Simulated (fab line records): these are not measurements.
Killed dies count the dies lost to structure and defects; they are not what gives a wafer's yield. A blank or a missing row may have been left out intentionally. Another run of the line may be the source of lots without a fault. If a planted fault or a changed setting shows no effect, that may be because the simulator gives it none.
Comparing a struck lot with a sound one || flow sky130 || 14 out of 708 route steps
Sound: wafers L841.1, L841.2, L841.6. Struck: wafer L858.6 (L858.1, L858.3, from the same lot, were not struck and are left out); the cause is given at the end.
Each step with rows lists, per side, the tool, then ch with its chambers, then its first start. Under that, the readings that differ: sound wafers || struck wafers || difference of the means || sigmas: that difference in standard deviations of wafers without a fault.
alike: readings whose means differ by less than 2 such deviations, and words and numbers that are the same on both sides. not compared: withheld readings, readings that some wafer has no value for, bounds like >300 that may hide the same value, and numbers for which the record gives no deviation and whose values overlap.
The two part at a step that has a row with sigmas, a row that says differs or no value, or rows on one side only. Non-overlapping numbers with no deviation appear without sigmas and do not part them. A reading missing from all wafers of one side parts the sides only when that side holds two or more wafers.

first, 3 steps without rows for these wafers: SKY_VIA4_STRIP_14 (strips in post etch residue remover, time 1200 s); SKY_VIA4_CLEAN_15 (cleans in IPA, time 180 s); SKY_VIA4_CLEAN_16 (cleans in O3/DIW).
SKY_VIA4_SPUTTER_17: material TiN, target thk 20 nm, time 80 s.
  sound: pvd-sputter-02 at day 42 10:11; struck: pvd-sputter-01 at day 47 10:07
  alike: chamber-pressure-pa, throttle-valve-pct
SKY_VIA4_CVD_18: deposits W, target thk 505 nm, time 152.14 s.
  sound on cvd-w-01 ch 0,1, day 42 10:14; struck on cvd-w-02 ch 1, day 47 10:11
  alike: chamber-pressure-Torr, heater-power-w
SKY_VIA4_RS_MEAS_19: measures by four-point-probe.
  sound: film-metro-04 at day 42 10:23; struck: film-metro-02 at day 47 10:20
  alike: VIA4_W_RS
SKY_VIA4_THK_MEAS_20: measures by xrf.
  sound: film-metro-04 at day 42 10:31; struck: film-metro-02 at day 47 10:27
{"reading": "VIA4_W_THK (nm)", "sound": "498 496 496", "struck": 511, "difference": "+14", "sigmas": "+2"}
then, 1 step without rows for these wafers: SKY_VIA4_CMP_21 (polishes, stops on SiO2, t overpolish 25 s, target thk 0 nm).
SKY_METAL5_SPUTTER_00: material Ti, target thk 15 nm, time 10 s.
  sound: pvd-sputter-03 at day 42 11:08; struck: pvd-sputter-03 at day 47 10:50
  alike: chamber-pressure-pa, throttle-valve-pct
then, 1 step without rows for these wafers: SKY_METAL5_SPUTTER_01 (material TiN, target thk 20 nm, time 16.7 s).
SKY_METAL5_SPUTTER_02: material AlCu, target thk 1150 nm, time 61.2 s.
  sound: pvd-sputter-03 at day 42 11:11; struck: pvd-sputter-03 at day 47 10:53
  alike: chamber-pressure-pa, throttle-valve-pct
SKY_METAL5_SPUTTER_03: material Ti, target thk 5 nm, time 3.3 s.
  sound: pvd-sputter-03 at day 42 11:14; struck: pvd-sputter-03 at day 47 10:56
  alike: chamber-pressure-pa, throttle-valve-pct
SKY_METAL5_SPUTTER_04: material TiN, target thk 70 nm, time 58.3 s.
  sound: pvd-sputter-03 at day 42 11:15; struck: pvd-sputter-03 at day 47 10:57
{"reading": "chamber-pressure-pa (Pa)", "sound": "0.4000 0.4000 0.4000", "struck": 0.3784, "difference": -0.0216, "sigmas": -26}
  alike: throttle-valve-pct
SKY_METAL5_RS_MEAS_05: measures by four-point-probe.
  sound: film-metro-02 at day 42 11:18; struck: film-metro-04 at day 47 11:02
{"reading": "METAL5_ALCU_RS (ohm/sq)", "sound": "0.02734 0.02725 0.02749", "struck": 0.0266, "difference": -0.0008, "sigmas": -3}

WHERE THEY PART
First at SKY_VIA4_THK_MEAS_20; last, within this record, at SKY_METAL5_RS_MEAS_05.

WHY: whatever the simulator had introduced
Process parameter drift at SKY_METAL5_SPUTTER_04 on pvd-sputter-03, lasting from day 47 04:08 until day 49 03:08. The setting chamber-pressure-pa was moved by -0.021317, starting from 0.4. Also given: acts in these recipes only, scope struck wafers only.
